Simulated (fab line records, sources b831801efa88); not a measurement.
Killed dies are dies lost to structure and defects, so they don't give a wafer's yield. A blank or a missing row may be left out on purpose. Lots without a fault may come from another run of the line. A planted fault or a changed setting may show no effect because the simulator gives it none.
Split-lot experiment | flow sfq_line | 5 lots, 23 wafers read, on a route of 325 steps

THE SPLIT
At SFQ_TRILAYER_I1_VIA_BARC_OPEN_VIA_ETCH_071 (etches BARC in O2, target depth 125 nm, time 41.7 s), the setting source_w was moved away from the recipe's 500 W on 8 of the 23 wafers read, by -9.6% to +9.1%. The other wafers ran this setting at the recipe's value.

The reading is taken at the split's own step.

THE READING
KrF_of_TRILAYER_I1_VIA_LITHO_COAT_049.thk_nm (the simulator's own value, which no gauge read), in nm, at SFQ_TRILAYER_I1_VIA_BARC_OPEN_VIA_ETCH_071 (etches BARC in O2, target depth 125 nm, time 41.7 s). The file gives no usual value for it. The 15 wafers here that ran the recipe average 572.4 nm, standard deviation 1.6 nm.

wafer  | tool, chamber at the split | source_w as run, W | against the recipe | KrF_of_TRILAYER_I1_VIA_LITHO_COAT_049.thk_nm, nm | against lot-mates on the recipe
L078.2 | rie_diel-02, 0             | 500                | recipe             | 575.2                                            | -
L078.3 | rie_diel-02, 1             | 500                | recipe             | 574.8                                            | -
L078.4 | rie_diel-02, 3             | 500                | recipe             | 573.9                                            | -
L078.5 | rie_diel-02, 2             | 452.9              | -9.4%              | 576.9                                            | +2.3
L078.6 | rie_diel-02, 3             | 452.9              | -9.4%              | 579.8                                            | +5.2
L079.1 | rie_diel-04, 2             | 500                | recipe             | 572.9                                            | -
L079.2 | rie_diel-04, 0             | 500                | recipe             | 573.9                                            | -
L079.3 | rie_diel-04, 3             | 500                | recipe             | 571.4                                            | -
L081.1 | rie_diel-02, 2             | 500                | recipe             | 569.9                                            | -
L081.2 | rie_diel-02, 3             | 500                | recipe             | 571.3                                            | -
L081.4 | rie_diel-02, 1             | 545.5              | +9.1%              | 567.6                                            | -3.0
L081.5 | rie_diel-02, 3             | 545.5              | +9.1%              | 567                                              | -3.6
L081.6 | rie_diel-02, 0             | 500                | recipe             | 570.6                                            | -
L083.1 | rie_diel-01, 0             | 452.2              | -9.6%              | 576.7                                            | +5.7
L083.3 | rie_diel-01, 1             | 500                | recipe             | 571                                              | -
L083.4 | rie_diel-01, 2             | 500                | recipe             | 570.5                                            | -
L083.5 | rie_diel-01, 2             | 500                | recipe             | 571.6                                            | -
L083.6 | rie_diel-01, 1             | 452.2              | -9.6%              | 578.7                                            | +7.7
L084.1 | rie_diel-04, 3             | 500                | recipe             | 571.5                                            | -
L084.2 | rie_diel-04, 1             | 500                | recipe             | 573.4                                            | -
L084.3 | rie_diel-04, 0             | 526.4              | +5.3%              | 571.3                                            | -1.6
L084.5 | rie_diel-04, 1             | 526.4              | +5.3%              | 571.2                                            | -1.7
L084.6 | rie_diel-04, 0             | 500                | recipe             | 573.7                                            | -

THE FIT
A straight line over all 23 wafers: KrF_of_TRILAYER_I1_VIA_LITHO_COAT_049.thk_nm changes by -0.544 nm for each +1% of source_w; r = -0.87; the points scatter about the line by 1.6 nm.
The same after taking each lot's own level away (the mean of its wafers on the recipe; 23 wafers): -0.468 nm for each +1%; r = -0.91; scatter 1.1 nm.
On that fit, the largest move of source_w shifts the reading by 4.5 nm.
The lots' own levels span 570.60 to 574.63 nm, that is 2.5 times the standard deviation above.
So the lot-to-lot level changes the slope: the two fits differ.
Check: with one of the wafers moved furthest among these (-9.6%) left out of the fit, the line predicts +4.55 nm for it against its lot-mates. It came out at +5.67 nm against them.

OTHER SPLITS ON THESE WAFERS
These wafers also went through other splits before the reading. Each is held against what the fit with the lots' levels taken away leaves over:
other split on the same wafers                   | wafers away from the commonest value | r with KrF_of_TRILAYER_I1_VIA_LITHO_COAT_049.thk_nm (lot level and that fit taken away)
SFQ_TRILAYER_L0_LITHO_COAT_010 spin_rpm          | 8                                    | +0.29
SFQ_TRILAYER_L0_BARC_OPEN_METAL_ETCH_010 time_s  | 9                                    | +0.15
SFQ_TRILAYER_L0_VIA_LITHO_EXPOSE_014 dose_mj     | 8                                    | +0.26
SFQ_TRILAYER_M0_DEP_SPUTTER_019 time_s           | 7                                    | +0.17
SFQ_TRILAYER_M0_LITHO_PEB_024 peb_time_s         | 7                                    | +0.08
SFQ_TRILAYER_I0_VIA_LITHO_COAT_031 resist_thk_nm | 11                                   | +0.11
SFQ_TRILAYER_I0_VIA_LITHO_EXPOSE_032 dose_mj     | 12                                   | -0.06
SFQ_TRILAYER_M1_LITHO_COAT_039 resist_thk_nm     | 6                                    | -0.08
SFQ_TRILAYER_I1_CMP_CMP_046 leave_above_ref_nm   | 11                                   | +0.29

THE FILE'S OWN FIT
KrF_of_TRILAYER_I1_VIA_LITHO_COAT_049.thk_nm changes by -0.473 nm for each +1% of source_w, r = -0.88.
